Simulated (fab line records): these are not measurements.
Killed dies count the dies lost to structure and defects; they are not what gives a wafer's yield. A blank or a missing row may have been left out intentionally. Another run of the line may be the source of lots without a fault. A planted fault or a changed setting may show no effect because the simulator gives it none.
One fault through the eyes of 2 desks + flow gf180mcu + each desk has only its own numbers; what lay behind them comes last

== FOR THE TOOL OWNER'S DESK: implanter-04 ==
GF_HV_LDD_IMPLANT_33, tool's own readings: per-lot mean of the sampled wafers with a number, covering each lot this tool ran. If a lot's mean is further than 4 standard deviations from the usual mean, the lot is out of limits and carries the mark OUT (the distance appears in the brackets).
Columns: A = beam-on-s at GF_HV_LDD_IMPLANT_33, usual 10.01 s; B = dose-ions-cm2 at GF_HV_LDD_IMPLANT_33, usual 7.5e+12; C = faraday-current-uA at GF_HV_LDD_IMPLANT_33, usual 42.3
| lot  | first seen here | A     | B                         | C               |
|------|-----------------|-------|---------------------------|-----------------|
| L613 | day 12 05:38    | 9.99  | 7.5e+12                   | 42.3            |
| L617 | day 13 14:20    | 10.06 | 7.5e+12                   | 42.0            |
| L622 | day 15 07:59    | 10.09 | 6.4e+12 (-99 or more) OUT | 36.0 (-7.7) OUT |
| L624 | day 16 00:08    | 10.14 | 6.4e+12 (-99 or more) OUT | 36.0 (-7.8) OUT |
Finding of this desk: L622, L624 out of limits; the first was L622 at day 15 07:59, on dose-ions-cm2 at GF_HV_LDD_IMPLANT_33. L613, L617: within limits.

== FROM THE METROLOGY DESK ==
Lot by lot, what the gauges showed, no matter which tool ran the lot: averages of those sampled wafers that carry a number. If a lot's mean is further than 4 standard deviations from the usual mean, the lot is out of limits and carries the mark OUT (the distance appears in the brackets).
Columns: A = HV_LDD_RS at GF_HV_LDD_RS_MEAS_53, usual 418.1 ohm/sq; B = cd-nm at GF_V3_CD_MEAS_14, usual 260.1 nm
| lot  | first seen here | A                | B     |
|------|-----------------|------------------|-------|
| L612 | day 12 15:30    | 418.9            | 259.8 |
| L613 | day 13 01:59    | 418.1            | 259.8 |
| L614 | day 13 08:05    | 417.9            | 259.2 |
| L617 | day 14 10:52    | 418.2            | 260.2 |
| L616 | day 14 12:15    | 417.4            | 258.9 |
| L622 | day 16 07:34    | 422.0 (+4.4) OUT | 259.1 |
| L623 | day 16 15:34    | 418.4            | 260.3 |
| L624 | day 17 03:11    | 421.7 (+4.1) OUT | 260.8 |
| L625 | day 17 05:21    | 419.0            | 262.0 |
| L629 | day 18 17:35    | 418.2            | 262.3 |
| L631 | day 19 04:19    | 417.4            | 260.2 |
| L630 | day 19 06:14    | 417.5            | 260.6 |
| L633 | day 20 02:18    | 416.3            | 260.5 |
This desk finds L622, L624 out of limits, with the earliest case on L622 at day 16 07:34 (HV_LDD_RS at GF_HV_LDD_RS_MEAS_53). L612, L613, L614, L617, L616, L623, L625, L629, L631, L630, L633: within limits.

== BROUGHT TOGETHER ==
At day 15 07:59, on L622, L624, the tool owner's desk was in a position to raise an alarm.
An alarm was possible from the metrology desk at day 16 07:34, on L622, L624.
Of the lots named, all ran GF_HV_LDD_IMPLANT_33 on implanter-04.

== WHAT HAD BEEN PUT IN BY THE SIMULATOR ==
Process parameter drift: implanter-04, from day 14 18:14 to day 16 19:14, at GF_HV_LDD_IMPLANT_33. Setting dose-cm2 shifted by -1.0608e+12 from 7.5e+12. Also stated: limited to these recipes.
Shown lots that were struck: L622, L624.
Delay (hours) between the fault's onset and each desk's first out-of-limits reading: 14 at the tool owner's desk, 37 at the metrology desk.
